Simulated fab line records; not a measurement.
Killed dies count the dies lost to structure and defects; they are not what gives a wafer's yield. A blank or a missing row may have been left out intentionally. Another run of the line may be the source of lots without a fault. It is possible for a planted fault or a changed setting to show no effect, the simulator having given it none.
Chamber matching ; flow sky130 ; 4 sister chambers for SKY_FIELD_ISO_ETCH_17 on rie_si-02
The step etches Si in HBr/Cl2/O2, target depth 342 nm, time 97.7 s. 4 wafers are shown with their chamber, then 12 later ones without.

== EACH WAFER AND ITS CHAMBER ==
wafer;chamber;drypump_motor_current_A (A)
L090.2;0;5.1
L090.5;1;5.8
L091.4;3;5.5
L091.5;2;5.6

== WAFERS WHOSE CHAMBER IS MISSING ==
wafer;drypump_motor_current_A (A)
L092.2;5.9
L092.4;5.1
L092.6;5.6
L093.1;5.6
L093.2;5.5
L093.6;5.6
L095.1;5.8
L095.3;5.6
L095.5;5.1
L097.1;5.5
L097.2;5.0
L097.5;5.5

== THE CHAMBER EACH PASSED THROUGH ==
wafer;from the rows above;in truth
L092.2;1;1
L092.4;0;0
L092.6;2;2
L093.1;2;2
L093.2;3;3
L093.6;2;2
L095.1;1;1
L095.3;2;2
L095.5;0;0
L097.1;3;3
L097.2;0;0
L097.5;3;3
12 of 12 placed correctly. Number that these rows cannot place: 0. Number placed wrongly: 0.
How it was worked out, from the rows above alone: a wafer's distance from a chamber is the root of the sum, over the readings, of the square of ((its reading less the chamber's mean) divided by the reading's scatter). The wafer belongs to the nearest chamber; if the next one is less than 2 further off, it can't be placed. The mean given for a chamber averages the wafers shown for that chamber. The scatter: root of mean squared gap, hidden wafer to nearest shown wafer, with one shown wafer a chamber.
